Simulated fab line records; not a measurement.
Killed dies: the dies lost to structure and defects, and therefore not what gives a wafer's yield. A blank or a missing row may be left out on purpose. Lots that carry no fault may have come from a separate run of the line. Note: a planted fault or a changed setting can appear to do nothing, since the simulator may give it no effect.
Which of the tools did it? / flow gf180mcu / 7 lots (21 wafers sampled), 1 step of a 602-step route

WHAT THE GAUGES SHOWED, per wafer
GF_HV_LDD_TW_MEAS_38.
lot=L682; measured=day 12 09:49; on=film metro-03; HV_LDD_3_TW=1420 1418 1422
lot=L684; measured=day 12 23:56; on=film metro-01; HV_LDD_3_TW=1453 1450 1445
lot=L688; measured=day 14 03:35; on=film metro-01; HV_LDD_3_TW=1443 1458 1462
lot=L692; measured=day 15 15:13; on=film metro-04; HV_LDD_3_TW=1409 1424 1418
lot=L697; measured=day 17 02:59; on=film metro-01; HV_LDD_3_TW=1442 1452 1447
lot=L699; measured=day 18 00:23; on=film metro-04; HV_LDD_3_TW=1422 1418 1424
lot=L702; measured=day 18 22:17; on=film metro-03; HV_LDD_3_TW=1421 1424 1411

WHAT TOOL EACH LOT RAN ON (gives the tool, then ch and the chambers of the sampled wafers, and finally the start)
Record: no process step prior to these readings.

THE ANSWER, worked out from the rows above alone
Rule: the usual values come from the lots themselves. Put in order of their means at a reading, lots are off if they are a third of the lots or fewer, leave a main group of 4 or more, and stand apart from it by a gap of 3 or more times the standard deviation of the main group's means; of several such gaps the widest counts. If all means in a main group match to the digits the tables above print for the reading, that group is not used. A lot without any number at a reading at which 4 lots or more have one is off too. Any other lot the step has rows for is counted as sound.
None of the lots is off at any reading shown; this tells nothing.

WHAT THE SIMULATOR HAD INSERTED
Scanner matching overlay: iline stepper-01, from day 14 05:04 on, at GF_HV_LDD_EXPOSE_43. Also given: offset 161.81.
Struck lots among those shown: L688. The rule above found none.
